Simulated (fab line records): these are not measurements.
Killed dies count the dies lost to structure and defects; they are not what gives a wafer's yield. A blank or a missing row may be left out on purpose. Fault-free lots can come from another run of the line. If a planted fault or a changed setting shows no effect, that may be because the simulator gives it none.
Comparing a struck lot with a sound one / flow gf180mcu / 31 out of 602 route steps
Sound: wafers L310.1, L310.3, L310.5. Struck: wafer L317.5 (left out: L317.3, L317.4 of the same lot, which were not struck); the cause appears at the end.
At each step with rows: each side's tool, then ch and its chambers, then its first start. Under that, the readings that differ: sound wafers / struck wafers / difference of the means / sigmas: that difference in standard deviations of wafers without a fault.
alike: words and numbers the same on both sides, and readings whose means are apart by under 2 such deviations; not compared: readings that were withheld, readings missing a value for some wafer, numbers with overlapping values and no deviation given by the record, and bounds like >300 which may hide the same value.
Wherever a step has rows on one side only, a row that says differs or no value, or a row with sigmas, the two part there. Non-overlapping numbers with no deviation appear without sigmas and do not part them. Lack of a reading on every wafer of one side parts them only where that side has two or more wafers.

first, 9 steps without rows for these wafers: GF_M2_SOFTBAKE_10 (time 60 s); GF_M2_EXPOSE_11 (exposes mask Metal2, target cd 280 nm); GF_M2_PEB_12 (peb time 90 s); GF_M2_DEVELOP_13 (develop time 60 s); GF_M2_METAL_ETCH_16 (etches the open film in Cl2/BCl3, stops on SiO2, target depth 750.8 nm, time 125.1 s); GF_M2_STRIP_17 (strips in O2/N2); GF_M2_STRIP_18 (strips in post etch residue remover, time 1200 s); GF_M2_CLEAN_19 (cleans in DIW); GF_V2_CVD_00 (deposits SiO2, target thk 600 nm, time 100 s).
GF_V2_CVD_02: deposits SiO2 from TEOS, target thk 850 nm, time 94.851 s.
  sound on pecvd-03 ch 0,1, day 21 16:23; struck on pecvd-03 ch 1, day 24 00:21
reading=model.SiO2_of_V2_CVD_02.thk_nm (nm); sound=840.1 848.8 864.1; struck=517.5; difference=-333.5; sigmas=
  alike: heater_power_w, rf_fwd_power_W, susceptor_temp_C
GF_V2_THK_MEAS_03:
  sound: film_metro-02 at day 21 16:28; struck: film_metro-02 at day 24 00:40
reading=V2_CVD_02_THK (nm); sound=840 849 864; struck=517; difference=-334; sigmas=-28
  not compared: hold
GF_V2_CMP_04: polishes SiO2.
  sound on cmp-02 ch 0,1,2, day 21 16:34; struck on cmp-02 ch 3, day 24 12:52
reading=hold; sound=- - -; struck=await_dispo/8.0h/release; difference=no value on the sound wafers; sigmas=
reading=time_to_endpoint_s (s); sound=79 71 83; struck=44; difference=-34; sigmas=-5
  alike: motor_current_A, retaining_ring_pressure_frac
GF_V2_BOW_MEAS_05:
  sound: film_metro-02 at day 21 16:49; struck: film_metro-02 at day 24 13:30
  not compared: hold, V2_BOW
then, 8 steps without rows for these wafers: GF_V2_HMDS_07 (prime time 60 s); GF_V2_COAT_08; GF_V2_COAT_09 (resist thk 1000 nm); GF_V2_SOFTBAKE_10 (time 60 s); GF_V2_EXPOSE_11 (exposes mask Via2, target cd 260 nm); GF_V2_PEB_12 (peb time 90 s); GF_V2_DEVELOP_13 (develop time 60 s); GF_V2_ETCH_16 (etches BARC in N2/H2).
GF_V2_ETCH_17: etches SiO2 in C4F8/O2/Ar, stops on TiN, target depth 630 nm.
  sound on rie_diel-01 ch 0,1; struck on rie_diel-01 ch 0
reading=oes_product_au (a.u.); sound=0.857 0.846 0.859; struck=0.775; difference=-0.079; sigmas=-18
reading=rf_fwd_power_W (W); sound=1497 1495 1490; struck=1509; difference=+15; sigmas=+3
reading=model.etch.depth_nm (nm); sound=633.2 631 630.6; struck=517.5; difference=-114.1; sigmas=
reading=model.V2.feature_depth_nm (nm); sound=633.2 631 630.6; struck=517.5; difference=-114.1; sigmas=
  alike: chamber_pressure_mTorr
then, 6 steps without rows for these wafers: GF_V2_STRIP_18 (strips in O2/N2); GF_V2_STRIP_19 (strips in post etch residue remover, time 1200 s); GF_V2_CLEAN_20 (cleans in DIW); GF_V2_SPUTTER_21 (material Ti, target thk 15 nm, time 80.02 s); GF_V2_SPUTTER_22 (material TiN, target thk 10 nm, time 40 s); GF_V2_CVD_23 (deposits W, target thk 350 nm, time 104.94 s).
GF_V2_CMP_26: polishes, stops on SiO2, t overpolish 15 s, target thk 0 nm.
  sound on cmp-02 ch 1,2,3, day 22 17:57; struck on cmp-01 ch 1, day 25 00:41
reading=time_to_endpoint_s (s); sound=88 79 83; struck=93; difference=+10; sigmas=+2
reading=model.SiO2_of_V2_CVD_02.thk_nm (nm); sound=629.4 627.2 626.8; struck=513.7; difference=-114.1; sigmas=
  alike: motor_current_A, overpolish_run_s, retaining_ring_pressure_frac
then, 1 step without rows for these wafers: GF_M3_SPUTTER_00 (material Ti, target thk 37.5 nm, time 150 s).
-- the record jumps here: 8 days lie between the struck wafers' starts before and after (it left off in module M3 and takes up again in module PASSIVATION, whose first step shown is number 602 of the route) --
GF_PASSIVATION_PROBE_99:
  sound: prober-02 at day 30 22:35; struck: prober-02 at day 32 16:11
reading=model.etest.met3_comb.leak_log10_a_um; sound=-12.03 -12.02 -11.99; struck=-7.234; difference=+4.779; sigmas=
reading=model.etest.via2_chain.rc_ohm; sound=6.564 6.362 6.341; struck=5.781; difference=-0.641; sigmas=

## WHERE THEY PART
First at GF_V2_THK_MEAS_03; last, within this record, at GF_V2_CMP_26.

WHY: what had been put in by the simulator
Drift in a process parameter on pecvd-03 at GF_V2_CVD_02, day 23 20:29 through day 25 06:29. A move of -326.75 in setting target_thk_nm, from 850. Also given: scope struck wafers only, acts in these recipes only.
